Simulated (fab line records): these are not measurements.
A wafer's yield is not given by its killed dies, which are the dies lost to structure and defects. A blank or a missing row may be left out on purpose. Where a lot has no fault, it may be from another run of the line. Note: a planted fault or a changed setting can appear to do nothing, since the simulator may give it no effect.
fab line records    flow gf180mcu    part 2 of 2: steps 29 to 39 of 39
[record] lots = 5  wafers = 15  lastDay = 34
route steps=602 shown HV_LDD@224 NSD@235 PSD@248
lots untouched by any fault: they come from a run of this same line in which no faults occurred
startH: hours from the record's first day to the start of the lot's first wafer shown    waitH: hours since the lot's step before    " identical to the entry in the row above    L1.1+2: several wafers, shown together as one row    - no value present, or no start provided    * or withheld: withheld    < > ~ a bound
route shown NAME@n: a module of which the file shows steps, and the number in the route of the first    usual: mean and standard deviation over wafers with no fault    same: alike in all rows    chamber/n: place in a boat    sites: per-site readings    _std_site: their standard deviation    _edge_site: outer sites' mean less inner sites'    radiusMm: how far each site lies from the wafer's centre    mask NAME#n: copy n    behind: the last tool/chamber to shape the wafer    hold: cause of the lot's hold/its duration in hours/its outcome    device: which transistor (n, p or np) failed to switch    end of line: the same wafers' tests at the end of the route    where a step has no rows: the recipe by itself    killed: at the first sort, the dies lost to defects and structure; wafer yield is something else    map: dies across one wafer; x = killed, . = not, _ = none there
set.NAME: the setting the step ran with; set.NAME@STEP: the setting that earlier step ran with    model.NAME: the simulator's own value behind a step, which no gauge read
certain route steps with their lots: each step a table, each wafer a row
services: from which hour (startH, from the record's first day; less than 0 if before it) a tool's chamber was out of use, for how many hours, and why
[[steps]]
[step GF_PSD_EXPOSE_04]
[recipe] maskId = Pplus  targetCdNm = 400  na = 0.6  sourceShape = conventional  sigmaOuter = 0.6  doseMj = 140
[same] sigmaOuter = 0.6
lot.wafer   tool             chamber  startH  waitH  mask
L078.3+5+6  ilineStepper-02  0        -       -      Pplus#0
L079.1+3+5  ilineStepper-01  0        -       -      Pplus#0
L081.4+5+6  ilineStepper-02  0        -       -      Pplus#0
L091.1+2+6  ilineStepper-01  0        -       -      Pplus#0
L096.2+4+6  ilineStepper-02  0        -       -      Pplus#0
[step GF_PSD_PEB_05]
[recipe] tempC = withheld  timeS = *  resist = NOVOLAK
lot.wafer   tool           chamber  startH  waitH
L078.3+5+6  lithoTrack-02  0        -       -
L079.1+3+5  lithoTrack-02  0        -       -
L081.4+5+6  lithoTrack-01  0        -       -
L091.1+2+6  lithoTrack-01  0        -       -
L096.2+4+6  lithoTrack-01  0        -       -
[step GF_PSD_DEVELOP_06]
[recipe] developTimeS = 60  devTempC = 23
lot.wafer   tool           chamber  startH  waitH
L078.3+5+6  lithoTrack-02  0        346.93  0.1
L079.1+3+5  lithoTrack-02  0        353.48  0.1
L081.4+5+6  lithoTrack-01  0        370.29  0.1
L091.1+2+6  lithoTrack-01  0        460.92  0.1
L096.2+4+6  lithoTrack-01  0        513.69  0.1
[step GF_PSD_CD_MEAS_07]
[recipe] targetCdNm = 400
[usual] cdNm = 400.1/2
lot.wafer  tool      chamber  startH  waitH  cdNm
L078.3     cdSem-02  -        347.08  0.1    396.6
L078.5     "         -        "       "      397.6
L078.6     "         -        "       "      398.3
L079.1     cdSem-01  -        353.63  0.1    398.6
L079.3     "         -        "       "      398.6
L079.5     "         -        "       "      399.9
L081.4     cdSem-02  -        370.43  0.1    400.6
L081.5     "         -        "       "      398.5
L081.6     "         -        "       "      399.0
L091.1     cdSem-02  -        461.07  0.1    396.8
L091.2     "         -        "       "      395.8
L091.6     "         -        "       "      397.7
L096.2     cdSem-01  -        513.83  0.1    401.1
L096.4     "         -        "       "      402.4
L096.6     "         -        "       "      400.0
[step GF_PSD_OVL_MEAS_08]
[usual] PSD_OVL = 0.0/1.4
lot.wafer  tool        chamber  startH  waitH  PSD_OVL[nm]
L078.3     overlay-02  -        347.17  0.1    -2.6
L078.5     "           -        "       "      -0.6
L078.6     "           -        "       "      0.8
L079.1     overlay-01  -        353.75  0.1    -1.1
L079.3     "           -        "       "      -2.1
L079.5     "           -        "       "      -2.7
L081.4     overlay-01  -        370.51  0.1    0.0
L081.5     "           -        "       "      0.5
L081.6     "           -        "       "      0.3
L091.1     overlay-02  -        461.19  0.1    -0.7
L091.2     "           -        "       "      1.3
L091.6     "           -        "       "      0.0
L096.2     overlay-02  -        513.94  0.1    2.2
L096.4     "           -        "       "      0.2
L096.6     "           -        "       "      0.2
[step GF_PSD_IMPLANT_09]
[recipe] species = BF2  energyKev = 40  doseCm2 = 1.5e+15  tiltDeg = 7
[usual] beamOnS = 10.00/0.2
lot.wafer  tool          chamber  startH  waitH  beamOnS
L078.3     implanter-03  0        347.24  0.1    10.15
L078.5     "             0        "       "      9.82
L078.6     "             0        "       "      10.07
L079.1     implanter-04  0        353.79  0.0    9.93
L079.3     "             0        "       "      10.35
L079.5     "             0        "       "      9.88
L081.4     implanter-04  0        370.60  0.1    9.84
L081.5     "             0        "       "      9.90
L081.6     "             0        "       "      9.87
L091.1     implanter-03  0        461.22  0.0    9.84
L091.2     "             0        "       "      10.14
L091.6     "             0        "       "      10.07
L096.2     implanter-01  0        514.00  0.0    10.26
L096.4     "             0        "       "      9.84
L096.6     "             0        "       "      9.99
[step GF_PSD_STRIP_10]
[recipe] chemistry = O2/N2  powerW = 1400  pressureMtorr = 1500  platenTempC = 250  o2FlowSccm = 3000  n2FlowSccm = 300  overashFraction = 0.5
[usual] drypumpMotorCurrentA = 5.85/0.14  heaterPowerW = 333/36  oesProductAu = 0.592/0.0049  stripTimeToEndpointS = 16.550/0.028
lot.wafer  tool            chamber  startH  waitH  drypumpMotorCurrentA  heaterPowerW  oesProductAu  rfHoursCounterH  stripTimeToEndpointS
L078.3     plasmaAsher-04  0        347.38  0.1    6.10                  347           0.592         -                16.512
L078.5     "               1        "       "      6.05                  346           0.600         -                16.568
L078.6     "               0        "       "      6.10                  332           0.593         -                16.530
L079.1     plasmaAsher-04  1        353.94  0.1    6.05                  332           0.588         24               16.568
L079.3     "               0        "       "      6.11                  337           0.583         -                16.557
L079.5     "               1        "       "      6.04                  334           0.597         -                16.559
L081.4     plasmaAsher-01  1        370.71  0.1    5.87                  282           0.593         -                16.529
L081.5     "               0        "       "      5.73                  363           0.590         -                16.555
L081.6     "               1        "       "      5.86                  281           0.589         -                16.557
L091.1     plasmaAsher-03  0        461.37  0.1    5.67                  376           0.598         84               16.555
L091.2     "               1        "       "      5.69                  359           0.596         84               16.549
L091.6     "               0        "       "      5.64                  388           0.592         -                16.578
L096.2     plasmaAsher-01  1        514.12  0.1    5.90                  280           0.583         71               16.520
L096.4     "               0        "       "      5.79                  357           0.596         -                16.568
L096.6     "               0        "       "      5.73                  362           0.593         -                16.518
[step GF_PSD_TW_MEAS_11]
[usual] PSD_TW = 3173/24
lot.wafer  tool          chamber  startH  waitH  PSD_TW
L078.3     filmMetro-03  -        347.46  0.1    3152
L078.5     "             -        "       "      3181
L078.6     "             -        "       "      3155
L079.1     filmMetro-01  -        354.04  0.1    3239
L079.3     "             -        "       "      3233
L079.5     "             -        "       "      3223
L081.4     filmMetro-04  -        370.80  0.1    3163
L081.5     "             -        "       "      3190
L081.6     "             -        "       "      3174
L091.1     filmMetro-01  -        461.47  0.1    3200
L091.2     "             -        "       "      3217
L091.6     "             -        "       "      3221
L096.2     filmMetro-03  -        514.23  0.1    3149
L096.4     "             -        "       "      3155
L096.6     "             -        "       "      3162
[step GF_PSD_CLEAN_12]
[recipe] chemistry = SC1/SC2  mix = 1:4:20  tempC = 70  timeS = 150  dry = n2Spin
[usual] bathHeatDutyPct = 13.7/1.5
lot.wafer  tool         chamber  startH  waitH  bathHeatDutyPct
L078.3     wetBench-02  3        347.50  0.0    12.2
L078.5     "            3        "       "      12.1
L078.6     "            3        "       "      12.1
L079.1     wetBench-02  3        354.10  0.1    11.8
L079.3     "            3        "       "      10.9
L079.5     "            3        "       "      12.8
L081.4     wetBench-02  1        370.83  0.0    16.1
L081.5     "            1        "       "      14.5
L081.6     "            1        "       "      16.3
L091.1     wetBench-02  0        461.53  0.1    14.0
L091.2     "            0        "       "      15.4
L091.6     "            0        "       "      13.9
L096.2     wetBench-01  2        514.28  0.0    11.6
L096.4     "            2        "       "      13.4
L096.6     "            2        "       "      12.7
[step GF_PSD_RTA_13]
[recipe] tempC = 1025  timeS = 20  ambient = N2
[usual] lampPowerPct = 32.6/0.99  wafer_temp_C_max = 1029.5/0.87
lot.wafer  tool          chamber  startH  waitH  lampPowerPct  wafer_temp_C_max
L078.3     rtpAnneal-01  0        347.59  0.0    33.4          1030.5
L078.5     "             0        "       "      33.3          1029.9
L078.6     "             0        "       "      33.4          1030.8
L079.1     rtpAnneal-02  0        354.16  0.0    31.4          1029.2
L079.3     "             0        "       "      31.4          1029.8
L079.5     "             0        "       "      31.4          1028.3
L081.4     rtpAnneal-02  0        370.92  0.0    31.4          1030.6
L081.5     "             0        "       "      31.4          1028.8
L081.6     "             0        "       "      31.4          1029.7
L091.1     rtpAnneal-01  0        461.58  0.0    33.4          1029.4
L091.2     "             0        "       "      33.4          1029.4
L091.6     "             0        "       "      33.4          1029.2
L096.2     rtpAnneal-01  0        514.34  0.0    33.4          1029.5
L096.4     "             0        "       "      33.5          1029.7
L096.6     "             0        "       "      33.3          1030.4
[step GF_PSD_RS_MEAS_14]
[recipe] thkMeasGauge = four-point-probe
[usual] NSD_RS = 46.11/0.1
lot.wafer  tool          chamber  startH  waitH  NSD_RS[ohm/sq]
L078.3     filmMetro-04  -        347.68  0.1    46.16
L078.5     "             -        "       "      46.18
L078.6     "             -        "       "      46.21
L079.1     filmMetro-03  -        354.24  0.1    46.15
L079.3     "             -        "       "      45.96
L079.5     "             -        "       "      46.04
L081.4     filmMetro-03  -        371.03  0.1    46.08
L081.5     "             -        "       "      46.12
L081.6     "             -        "       "      46.12
L091.1     filmMetro-04  -        461.66  0.1    46.40
L091.2     "             -        "       "      46.33
L091.6     "             -        "       "      46.24
L096.2     filmMetro-01  -        514.43  0.1    46.13
L096.4     "             -        "       "      46.07
L096.6     "             -        "       "      46.10
[[services]]
tool             chamber  startH  hours  kind
lpcvd-02         -        311.75  6.1    pm
ilineStepper-01  -        320.14  1.5    repair
lpcvd-02         -        323.88  0.8    pm
implanter-03     -        333.81  2.1    pm
lpcvd-02         -        340.56  2.0    repair
ilineStepper-02  -        351.48  2.3    repair
implanter-04     -        395.36  4.2    pm
plasmaAsher-01   -        397.79  3.3    repair
wetBench-04      -        404.81  4.4    pm
plasmaAsher-02   -        421.25  9.0    pm
plasmaAsher-04   -        426.77  9.7    repair
ilineStepper-02  -        439.35  2.9    repair
lpcvd-02         -        449.66  0.5    repair
implanter-02     -        450.66  1.6    repair
implanter-02     -        452.51  4.3    repair
ilineStepper-02  -        463.36  1.7    pm
plasmaAsher-04   -        484.81  2.8    pm
ilineStepper-02  -        487.99  2.1    pm
implanter-03     -        490.55  2.0    repair
ilineStepper-01  -        490.65  1.7    pm
implanter-04     -        498.60  4.0    repair
rtpAnneal-01     -        503.30  0.7    pm
implanter-03     -        505.33  1.8    repair
implanter-04     -        508.43  3.5    repair
